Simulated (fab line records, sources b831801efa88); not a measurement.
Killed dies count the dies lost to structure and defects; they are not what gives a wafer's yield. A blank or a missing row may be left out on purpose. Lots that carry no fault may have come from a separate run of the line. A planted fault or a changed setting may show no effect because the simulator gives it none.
A struck lot beside a sound one | flow sky130 | 15 out of 708 route steps
Sound: wafers L876.1, L876.4, L876.6. Wafers L872.1, L872.3, L872.4 were the ones struck. The cause is given at the end.
For every step that has rows: the tool of each side, followed by ch and its chambers, followed by its first start. Under that, the readings that differ: sound wafers | struck wafers | difference of the means | sigmas: that difference in standard deviations of wafers without a fault.
alike: words and numbers the same on both sides, and readings whose means are apart by under 2 such deviations; not compared: readings that were withheld, readings missing a value for some wafer, numbers with overlapping values and no deviation given by the record, and bounds like >300 which may hide the same value.
Wherever a step has rows on one side only, a row that says differs or no value, or a row with sigmas, the two part there. When numbers do not overlap yet have no deviation, they are printed without sigmas and do not part them. Lack of a reading on every wafer of one side parts them only where that side has two or more wafers.

first, 1 step without rows for these wafers: SKY_LDD_N_IMPLANT_15.
SKY_LDD_N_STRIP_16: strips in O2/N2.
  sound on plasmaAsher-02 ch 1, day 24 08:13; struck on plasmaAsher-04 ch 0,1, day 22 12:34
  alike: drypumpMotorCurrentA, oesProductAu, stripTimeToEndpointS
  not compared: rfHoursCounterH
SKY_LDD_N_TW_MEAS_17:
  sound on filmMetro-01 at day 24 08:19; struck on filmMetro-02 at day 22 12:40
reading  | sound          | struck         | difference | sigmas
LDD_N_TW | 2540 2552 2529 | 2581 2596 2596 | +51        | +3
then, 7 steps without rows for these wafers: SKY_LDD_P_DEHYDRATE_00 (time 60 s); SKY_LDD_P_HMDS_01 (prime time 60 s); SKY_LDD_P_COAT_02 (resist thk 1140 nm); SKY_LDD_P_SOFTBAKE_03 (time 60 s); SKY_LDD_P_EXPOSE_04 (exposes mask PSDM, target cd 380 nm); SKY_LDD_P_PEB_05; SKY_LDD_P_DEVELOP_06 (develop time 60 s).
SKY_LDD_P_CD_MEAS_07: target cd 380 nm.
  sound on cdSem-01 at day 25 13:27; struck on cdSem-01 at day 23 18:54
  alike: cdNm
SKY_LDD_P_OVL_MEAS_08:
  sound on overlay-01 at day 25 13:34; struck on overlay-01 at day 23 19:01
  alike: LDD_P_OVL
SKY_LDD_P_IMPLANT_09:
  sound on implanter-02 ch 0, day 25 13:37; struck on implanter-04 ch 0, day 23 19:04
reading                  | sound                | struck               | difference | sigmas
beamEnergyKeV            | 25.004 25.007 24.999 | 25.883 25.901 25.896 | +0.890     | +99 or more
model.implant.drpNm (nm) | 11.41 11.41 11.41    | 11.7 11.7 11.7       | +0.3       | 
SKY_LDD_P_STRIP_10: strips in O2/N2.
  sound on plasmaAsher-03 ch 0,1, day 25 13:46; struck on plasmaAsher-01 ch 0,1, day 23 19:13
  alike: drypumpMotorCurrentA, oesProductAu, stripTimeToEndpointS
  not compared: rfHoursCounterH
SKY_PAD_OPEN_PROBE_99:
  the record holds rows for the sound wafers here (prober-01, day 49 18:38) but none for the struck ones

WHERE THEY PART
Last at SKY_PAD_OPEN_PROBE_99 as far as this record goes, first at SKY_LDD_N_TW_MEAS_17.

WHY: what had been put in by the simulator
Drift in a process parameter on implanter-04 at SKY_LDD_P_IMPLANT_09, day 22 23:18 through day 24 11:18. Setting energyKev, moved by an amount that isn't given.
